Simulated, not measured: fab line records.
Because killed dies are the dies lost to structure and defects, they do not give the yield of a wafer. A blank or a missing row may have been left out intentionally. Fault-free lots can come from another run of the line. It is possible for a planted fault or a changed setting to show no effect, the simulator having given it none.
fab line records | flow sfqLine
record: lots: 14 | wafers: 42 | lastDay: 83
route steps=325 shown JJ@179 M5@206 R5@220 I5@237
lots untouched by any fault: they come from a run of this same line in which no faults occurred
startH: hours from the record's opening day to when the first of the lot's shown wafers began | waitH: hours since the lot's step before | " unchanged from the row above | L1.1+2: one row covering several wafers at once | - either no value or no given start | * or withheld: withheld | < > ~ a bound
route shown NAME@n: a module of which the file shows steps, and the number in the route of the first | usual: average and standard deviation across the fault-free wafers | same: alike in all rows | chamber/n: place in a boat | sites: readings site by site | _std_site: standard deviation across them | _edge_site: mean of outer sites minus mean of inner sites | radiusMm: for every site, how far away it sits from the centre of the wafer | mask NAME#n: copy n | behind: tool/chamber where the wafer was last shaped | hold: reason for holding the lot/hours on hold/outcome of the hold | device: the transistor (n, p or np) that didn't switch | end of line: tests run on the same wafers once the route is complete | for a step that has no rows: nothing shown but its recipe | killed: the dies lost at the first sort to structure and to defects; this is not the yield of the wafer | map: shows each die of a wafer: x if killed, . if not, _ if none is there
set.NAME: setting as actually run; set.NAME@STEP: the setting as run at that earlier step | model.NAME: the simulator's own value behind a step, which no gauge read
route steps across a sampled set of lots; one table per step, one row per wafer
services: when a tool's chamber went out of use (startH, in hours from the record's first day, below 0 if earlier), for how many hours, and the reason
== steps ==
step: SFQ_TRILAYER_JJ_TRILAYER_DEP_SPUTTER_109
recipe: material: Nb | basePressurePa: 1.33e-06 | chamberPressurePa: 0.1333 | substrateTempC: 20 | targetThkNm: 150 | powerW: 2000 | timeS: 100
usual: basePressurePa: 1.32e-06/1.1e-07 | cathodeDcPowerW: 2000.1/0.36 | throttleValvePct: 29.8/0.98
lot.wafer | tool          | chamber | startH  | waitH | basePressurePa | cathodeDcPowerW | throttleValvePct
L755.3    | pvdSputter-03 | -       | 953.86  | 0.0   | 1.35e-06       | 1999.6          | 30.6
L755.4    | "             | -       | "       | "     | 1.48e-06       | 1999.9          | 30.4
L755.6    | "             | -       | "       | "     | 1.44e-06       | 2000.2          | 30.6
L756.3    | pvdSputter-06 | -       | 956.24  | 0.0   | 1.32e-06       | 1999.8          | 28.3
L756.4    | "             | -       | "       | "     | 1.27e-06       | 2000.4          | 28.8
L756.5    | "             | -       | "       | "     | 1.51e-06       | 2000.1          | 28.7
L758.2    | pvdSputter-04 | -       | 970.64  | 0.0   | 1.39e-06       | 2000.1          | 30.7
L758.5    | "             | -       | "       | "     | 1.34e-06       | 2000.7          | 30.8
L758.6    | "             | -       | "       | "     | 1.28e-06       | 1999.6          | 31.1
L761.4    | pvdSputter-03 | -       | 1016.08 | 0.0   | 1.14e-06       | 1999.9          | 28.6
L761.5    | "             | -       | "       | "     | 1.36e-06       | 2000.4          | 30.5
L761.6    | "             | -       | "       | "     | 1.34e-06       | 1999.6          | 28.6
L762.1    | pvdSputter-04 | -       | 1024.55 | 0.0   | 1.28e-06       | 1999.5          | 30.9
L762.2    | "             | -       | "       | "     | 1.35e-06       | 1999.9          | 30.7
L762.4    | "             | -       | "       | "     | 1.36e-06       | 2000.4          | 28.5
L763.1    | pvdSputter-04 | -       | 1044.88 | 0.0   | 1.47e-06       | 2000.0          | 30.5
L763.2    | "             | -       | "       | "     | 1.26e-06       | 1999.9          | 28.1
L763.6    | "             | -       | "       | "     | 1.37e-06       | 2000.6          | 30.8
L764.3    | pvdSputter-03 | -       | 1047.28 | 0.0   | 1.54e-06       | 1999.7          | 29.6
L764.4    | "             | -       | "       | "     | 1.36e-06       | 1999.9          | 28.7
L764.5    | "             | -       | "       | "     | 1.28e-06       | 2000.8          | 30.8
L765.2    | pvdSputter-03 | -       | 1060.48 | 0.0   | 1.27e-06       | 1999.6          | 30.3
L765.3    | "             | -       | "       | "     | 1.4e-06        | 1999.9          | 30.6
L765.5    | "             | -       | "       | "     | 1.31e-06       | 1999.6          | 30.3
L768.1    | pvdSputter-03 | -       | 1086.88 | 0.0   | -              | -               | -
L768.4    | "             | -       | "       | "     | -              | -               | -
L768.6    | "             | -       | "       | "     | -              | -               | -
L769.2    | pvdSputter-06 | -       | 1088.20 | 0.0   | -              | -               | -
L769.4    | "             | -       | "       | "     | -              | -               | -
L769.6    | "             | -       | "       | "     | -              | -               | -
L774.3    | pvdSputter-03 | -       | 1126.42 | 0.0   | 1.36e-06       | 1999.6          | 29.0
L774.4    | "             | -       | "       | "     | 1.27e-06       | 2000.0          | 30.6
L774.5    | "             | -       | "       | "     | 1.14e-06       | 1999.4          | 28.7
L775.2    | pvdSputter-06 | -       | 1132.39 | 0.0   | 1.37e-06       | 1999.8          | 30.4
L775.4    | "             | -       | "       | "     | 1.33e-06       | 2000.1          | 28.4
L775.5    | "             | -       | "       | "     | 1.17e-06       | 2000.3          | 30.6
L776.1    | pvdSputter-03 | -       | 1136.01 | 0.0   | 1.3e-06        | 2000.6          | 28.7
L776.5    | "             | -       | "       | "     | 1.36e-06       | 1999.5          | 28.9
L776.6    | "             | -       | "       | "     | 1.26e-06       | 2000.6          | 30.4
L777.1    | pvdSputter-04 | -       | 1139.61 | 0.0   | 1.34e-06       | 1999.6          | 30.8
L777.3    | "             | -       | "       | "     | 1.32e-06       | 2000.6          | 30.6
L777.5    | "             | -       | "       | "     | 1.3e-06        | 2000.2          | 30.8
step: SFQ_TRILAYER_M5_ETCH_METAL_ETCH_126
recipe: target: Nb | stopOn: SiO2 | maskMaterial: PR | overEtchFrac: 0.15 | timeS: 203.2 | chemistry: Cl2/BCl3 | targetDepthNm: 265 | icpW: 600 | biasW: 80 | pressureMtorr: 10
usual: drypumpMotorCurrentA: 5.30/0.28 | oesProductAu: 0.729/0.0059 | rfFwdPowerW: 598.4/1.8
lot.wafer | tool        | chamber | startH  | waitH | drypumpMotorCurrentA | oesProductAu | rfFwdPowerW | rfHoursCounterH
L755.3    | rieMetal-04 | 1       | 1238.06 | 0.1   | 5.45                 | 0.731        | 597.2       | -
L755.4    | "           | 0       | "       | "     | 5.02                 | 0.738        | 599.4       | -
L755.6    | "           | 1       | "       | "     | 5.47                 | 0.738        | 598.9       | -
L756.3    | rieMetal-02 | 0       | 1239.26 | 0.1   | 5.27                 | 0.723        | 596.4       | -
L756.4    | "           | 1       | "       | "     | 5.27                 | 0.729        | 600.7       | -
L756.5    | "           | 1       | "       | "     | 5.27                 | 0.726        | 596.0       | -
L758.2    | rieMetal-02 | 0       | 1253.59 | 0.0   | 5.28                 | 0.735        | 596.4       | 57
L758.5    | "           | 1       | "       | "     | 5.27                 | 0.733        | 596.6       | -
L758.6    | "           | 0       | "       | "     | 5.29                 | 0.732        | 595.3       | -
L761.4    | rieMetal-04 | 1       | 1294.46 | 0.1   | 5.44                 | 0.733        | 601.9       | -
L761.5    | "           | 0       | "       | "     | 5.03                 | 0.731        | 601.1       | -
L761.6    | "           | 1       | "       | "     | 5.44                 | 0.733        | 601.9       | -
L762.1    | rieMetal-02 | 0       | 1298.44 | 0.0   | 5.30                 | 0.729        | 593.4       | 64
L762.2    | "           | 1       | "       | "     | 5.25                 | 0.736        | 600.1       | 107
L762.4    | "           | 0       | "       | "     | 5.30                 | 0.731        | 595.0       | -
L763.1    | rieMetal-03 | 0       | 1324.84 | 0.0   | 4.75                 | 0.722        | 596.9       | 8
L763.2    | "           | 1       | "       | "     | 5.78                 | 0.730        | 600.9       | 42
L763.6    | "           | 1       | "       | "     | 5.72                 | 0.728        | 598.7       | -
L764.3    | rieMetal-04 | 0       | 1327.30 | 0.1   | 5.03                 | 0.727        | 596.4       | -
L764.4    | "           | 1       | "       | "     | 5.45                 | 0.716        | 599.8       | -
L764.5    | "           | 0       | "       | "     | 5.03                 | 0.717        | 600.0       | -
L765.2    | rieMetal-02 | 0       | 1339.44 | 0.0   | 5.30                 | 0.724        | 595.2       | 70
L765.3    | "           | 0       | "       | "     | 5.31                 | 0.725        | 598.1       | -
L765.5    | "           | 0       | "       | "     | 5.29                 | 0.729        | 597.1       | -
L768.1    | rieMetal-04 | 0       | 1359.75 | 0.0   | 5.03                 | 0.377        | 596.9       | 117
L768.4    | "           | 1       | "       | "     | 5.45                 | 0.373        | 596.0       | -
L768.6    | "           | 0       | "       | "     | 5.02                 | 0.372        | 595.6       | -
L769.2    | rieMetal-03 | 1       | 1362.28 | 0.1   | 5.72                 | 0.378        | 599.8       | -
L769.4    | "           | 1       | "       | "     | 5.73                 | 0.382        | 597.9       | -
L769.6    | "           | 1       | "       | "     | 5.74                 | 0.387        | 599.1       | -
L774.3    | rieMetal-04 | 1       | 1389.26 | 0.1   | 5.42                 | 0.732        | 599.5       | -
L774.4    | "           | 0       | "       | "     | 5.04                 | 0.739        | 599.9       | -
L774.5    | "           | 1       | "       | "     | 5.41                 | 0.738        | 601.6       | -
L775.2    | rieMetal-04 | 1       | 1393.99 | 0.0   | 5.45                 | 0.725        | 601.4       | 2
L775.4    | "           | 0       | "       | "     | 5.03                 | 0.726        | 598.6       | -
L775.5    | "           | 1       | "       | "     | 5.46                 | 0.726        | 599.9       | -
L776.1    | rieMetal-02 | 1       | 1397.59 | 0.0   | 5.26                 | 0.735        | 598.5       | 122
L776.5    | "           | 0       | "       | "     | 5.29                 | 0.728        | 599.0       | -
L776.6    | "           | 1       | "       | "     | 5.27                 | 0.724        | 600.0       | -
L777.1    | rieMetal-04 | 1       | 1401.19 | 0.0   | 5.47                 | 0.729        | 595.9       | 3
L777.3    | "           | 0       | "       | "     | 5.04                 | 0.734        | 596.5       | -
L777.5    | "           | 1       | "       | "     | 5.44                 | 0.734        | 594.6       | -
step: SFQ_TRILAYER_R5_LITHO_EXPOSE_137
recipe: maskId: R5 | na: 0.6 | sourceShape: conventional | sigmaOuter: 0.65 | targetCdNm: 500 | doseMj: 14.4
usual: exposureDoseMJCm2: 14.399/0.015 | focusOffsetNm: -0.1/0.52 | stageVelMmS: 499.98/0.28
lot.wafer | tool          | chamber | startH  | waitH | mask | exposureDoseMJCm2 | focusOffsetNm | stageVelMmS
L755.3    | krfScanner-02 | 0       | 1246.95 | -     | R5#0 | 14.400            | 0.0           | 499.70
L755.4    | "             | 0       | "       | "     | R5#0 | 14.404            | -0.6          | 500.40
L755.6    | "             | 0       | "       | "     | R5#0 | 14.439            | -1.3          | 499.85
L756.3    | krfScanner-02 | 0       | 1248.15 | -     | R5#0 | 14.416            | -0.3          | 500.49
L756.4    | "             | 0       | "       | "     | R5#0 | 14.427            | -0.4          | 500.60
L756.5    | "             | 0       | "       | "     | R5#0 | 14.412            | -0.4          | 500.57
L758.2    | krfScanner-02 | 0       | 1264.95 | -     | R5#0 | 14.423            | -1.0          | 499.74
L758.5    | "             | 0       | "       | "     | R5#0 | 14.398            | -0.7          | 499.62
L758.6    | "             | 0       | "       | "     | R5#0 | 14.394            | -0.7          | 499.65
L761.4    | krfScanner-01 | 0       | 1420.60 | -     | R5#0 | 14.382            | 0.5           | 499.73
L761.5    | "             | 0       | "       | "     | R5#0 | 14.398            | 0.6           | 499.86
L761.6    | "             | 0       | "       | "     | R5#0 | 14.395            | -0.1          | 499.61
L762.1    | krfScanner-01 | 0       | 1423.60 | -     | R5#0 | 14.417            | 0.5           | 499.81
L762.2    | "             | 0       | "       | "     | R5#0 | 14.397            | -0.4          | 499.44
L762.4    | "             | 0       | "       | "     | R5#0 | 14.427            | -0.2          | 499.80
L763.1    | krfScanner-01 | 0       | 1448.80 | -     | R5#0 | 14.419            | 0.2           | 499.79
L763.2    | "             | 0       | "       | "     | R5#0 | 14.419            | -0.3          | 499.96
L763.6    | "             | 0       | "       | "     | R5#0 | 14.412            | -0.8          | 499.54
L764.3    | krfScanner-01 | 0       | 1450.40 | -     | R5#0 | 14.388            | -0.4          | 500.13
L764.4    | "             | 0       | "       | "     | R5#0 | 14.396            | 0.0           | 499.93
L764.5    | "             | 0       | "       | "     | R5#0 | 14.398            | -0.8          | 499.75
L765.2    | krfScanner-01 | 0       | 1464.60 | -     | R5#0 | 14.419            | 0.5           | 499.93
L765.3    | "             | 0       | "       | "     | R5#0 | 14.415            | 0.3           | 499.93
L765.5    | "             | 0       | "       | "     | R5#0 | 14.414            | -0.6          | 500.11
L768.1    | krfScanner-02 | -       | 1485.91 | -     | R5#0 | -                 | -             | -
L768.4    | "             | -       | "       | "     | R5#0 | -                 | -             | -
L768.6    | "             | -       | "       | "     | R5#0 | -                 | -             | -
L769.2    | krfScanner-02 | -       | 1495.71 | -     | R5#0 | -                 | -             | -
L769.4    | "             | -       | "       | "     | R5#0 | -                 | -             | -
L769.6    | "             | -       | "       | "     | R5#0 | -                 | -             | -
L774.3    | krfScanner-02 | 0       | 1522.30 | -     | R5#0 | 14.407            | 0.6           | 500.57
L774.4    | "             | 0       | "       | "     | R5#0 | 14.437            | -0.1          | 499.89
L774.5    | "             | 0       | "       | "     | R5#0 | 14.399            | 0.2           | 499.83
L775.2    | krfScanner-02 | 0       | 1526.90 | -     | R5#0 | 14.407            | -1.2          | 499.61
L775.4    | "             | 0       | "       | "     | R5#0 | 14.397            | -0.3          | 499.71
L775.5    | "             | 0       | "       | "     | R5#0 | 14.404            | -0.3          | 499.62
L776.1    | krfScanner-02 | 0       | 1527.90 | -     | R5#0 | 14.410            | -0.6          | 499.76
L776.5    | "             | 0       | "       | "     | R5#0 | 14.383            | -1.0          | 500.21
L776.6    | "             | 0       | "       | "     | R5#0 | 14.396            | -0.3          | 500.10
L777.1    | krfScanner-01 | 0       | 1532.82 | -     | R5#0 | 14.382            | -0.3          | 500.21
L777.3    | "             | 0       | "       | "     | R5#0 | 14.388            | -0.1          | 500.31
L777.5    | "             | 0       | "       | "     | R5#0 | 14.398            | 0.3           | 499.78
step: SFQ_TRILAYER_I5_ETCH_VIA_ETCH_147
recipe: stopOn: Nb | maskMaterial: PR | chemistry: CHF3 | targetDepthNm: 360 | sourceW: 500 | biasW: 80 | pressureMtorr: 30 | timeS: withheld
usual: drypumpMotorCurrentA: 5.87/0.24 | oesProductAu: 0.989/0.0051 | rfFwdPowerW: 498.5/1.5
lot.wafer | tool       | chamber | startH  | waitH | drypumpMotorCurrentA | oesProductAu | rfFwdPowerW
L755.3    | rieDiel-04 | 0       | 1373.57 | 0.0   | 5.51                 | 0.989        | 498.9
L755.4    | "          | 3       | "       | "     | 5.92                 | 0.989        | 500.8
L755.6    | "          | 0       | "       | "     | 5.53                 | 0.985        | 498.1
L756.3    | rieDiel-03 | 1       | 1374.77 | 0.0   | 5.55                 | 1.000        | 497.0
L756.4    | "          | 2       | "       | "     | 6.25                 | 0.984        | 497.9
L756.5    | "          | 0       | "       | "     | 5.98                 | 0.993        | 499.1
L758.2    | rieDiel-03 | 2       | 1395.17 | 0.0   | 6.23                 | 0.992        | 497.5
L758.5    | "          | 0       | "       | "     | 5.97                 | 0.993        | 498.0
L758.6    | "          | 1       | "       | "     | 5.60                 | 0.990        | 496.3
L761.4    | rieDiel-03 | 1       | 1544.00 | 0.0   | 5.58                 | 0.994        | 498.8
L761.5    | "          | 2       | "       | "     | 6.23                 | 0.988        | 495.6
L761.6    | "          | 3       | "       | "     | 6.12                 | 0.995        | 500.6
L762.1    | rieDiel-01 | 3       | 1547.60 | 0.0   | 5.68                 | 0.992        | 499.4
L762.2    | "          | 2       | "       | "     | 5.54                 | 0.987        | 499.4
L762.4    | "          | 0       | "       | "     | 6.04                 | 0.993        | 498.3
L763.1    | rieDiel-03 | 3       | 1571.60 | 0.0   | 6.10                 | 0.990        | 498.0
L763.2    | "          | 1       | "       | "     | 5.55                 | 0.991        | 498.4
L763.6    | "          | 1       | "       | "     | 5.55                 | 0.985        | 498.6
L764.3    | rieDiel-01 | 1       | 1574.00 | 0.0   | 5.59                 | 0.991        | 499.1
L764.4    | "          | 2       | "       | "     | 5.57                 | 0.990        | 498.9
L764.5    | "          | 1       | "       | "     | 5.58                 | 0.992        | 500.2
L765.2    | rieDiel-03 | 0       | 1583.60 | 0.0   | 5.94                 | 0.982        | 499.7
L765.3    | "          | 3       | "       | "     | 6.09                 | 0.995        | 496.7
L765.5    | "          | 1       | "       | "     | 5.58                 | 0.993        | 496.8
L768.1    | rieDiel-01 | 0       | 1600.56 | 0.0   | 6.02                 | 0.377        | 497.9
L768.4    | "          | 1       | "       | "     | 5.61                 | 0.370        | 499.6
L768.6    | "          | 2       | "       | "     | 5.54                 | 0.378        | 500.4
L769.2    | rieDiel-04 | 1       | 1610.12 | 0.0   | 6.09                 | 0.370        | 497.9
L769.4    | "          | 3       | "       | "     | 5.93                 | 0.373        | 499.6
L769.6    | "          | 0       | "       | "     | 5.49                 | 0.371        | 500.7
L774.3    | rieDiel-04 | 0       | 1638.92 | 0.0   | 5.49                 | 0.991        | 500.0
L774.4    | "          | 2       | "       | "     | 5.97                 | 0.989        | 498.3
L774.5    | "          | 1       | "       | "     | 6.06                 | 0.997        | 500.9
L775.2    | rieDiel-04 | 3       | 1642.52 | 0.0   | 5.91                 | 0.979        | 500.0
L775.4    | "          | 1       | "       | "     | 6.09                 | 0.987        | 498.4
L775.5    | "          | 3       | "       | "     | 5.91                 | 0.987        | 500.9
L776.1    | rieDiel-03 | 2       | 1643.72 | 0.0   | 6.24                 | 0.993        | 499.2
L776.5    | "          | 3       | "       | "     | 6.11                 | 0.987        | 500.5
L776.6    | "          | 2       | "       | "     | 6.25                 | 0.987        | 498.6
L777.1    | rieDiel-04 | 0       | 1646.12 | 0.0   | 5.47                 | 0.994        | 500.6
L777.3    | "          | 1       | "       | "     | 6.05                 | 0.991        | 500.2
L777.5    | "          | 3       | "       | "     | 5.92                 | 0.986        | 497.5
== services ==
tool          | chamber | startH  | hours | kind
krfScanner-02 | -       | 990.95  | 0.8   | pm
krfScanner-02 | -       | 1012.59 | 1.3   | pm
krfScanner-02 | -       | 1061.34 | 1.0   | pm
rieMetal-04   | -       | 1063.70 | 2.8   | pm
pvdSputter-03 | -       | 1074.14 | 4.5   | repair
krfScanner-02 | -       | 1094.45 | 3.6   | pm
pvdSputter-03 | -       | 1099.15 | 2.7   | repair
pvdSputter-03 | -       | 1106.99 | 3.5   | repair
krfScanner-02 | -       | 1159.90 | 0.8   | pm
krfScanner-02 | -       | 1188.99 | 1.3   | pm
pvdSputter-03 | -       | 1201.26 | 21.5  | repair
pvdSputter-03 | -       | 1218.17 | 1.2   | repair
krfScanner-02 | -       | 1231.08 | 1.0   | pm
krfScanner-02 | -       | 1255.15 | 7.2   | pm
krfScanner-02 | -       | 1329.24 | 0.8   | pm
krfScanner-02 | -       | 1364.16 | 1.3   | pm
krfScanner-02 | -       | 1399.34 | 1.0   | pm
krfScanner-02 | -       | 1442.38 | 0.6   | repair
krfScanner-02 | -       | 1497.91 | 0.8   | pm
krfScanner-02 | -       | 1530.30 | 4.0   | pm
krfScanner-02 | -       | 1539.69 | 1.3   | pm
krfScanner-02 | -       | 1567.52 | 0.4   | repair
krfScanner-02 | -       | 1568.34 | 1.0   | pm
krfScanner-02 | -       | 1569.73 | 0.8   | pm
== key ==
firstSign: step: SFQ_TRILAYER_JJ_TRILAYER_DEP_SPUTTER_109 | reading: toolRecord | direction: missing
effect: step: SFQ_TRILAYER_M5_ETCH_METAL_ETCH_126 | reading: oesProductAu | direction: down | sigmas: 59 | usual: 0.729 | struck: 0.378
effect: step: SFQ_TRILAYER_R5_LITHO_EXPOSE_137 | reading: toolRecord | direction: missing
effect: step: SFQ_TRILAYER_I5_ETCH_VIA_ETCH_147 | reading: oesProductAu | direction: down | sigmas: 99+ | usual: 0.989 | struck: 0.373
metAt SFQ_TRILAYER_JJ_TRILAYER_DEP_SPUTTER_109
struckLots L768,L769
onsetBetween 1060.48 1086.88
fault: kind: skippedStepWhole | tool: pvdSputter-03,pvdSputter-06 | chamber: - | onsetH: 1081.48 | steps: SFQ_TRILAYER_JJ_TRILAYER_DEP_SPUTTER_109 | scope: struckLotsOnly
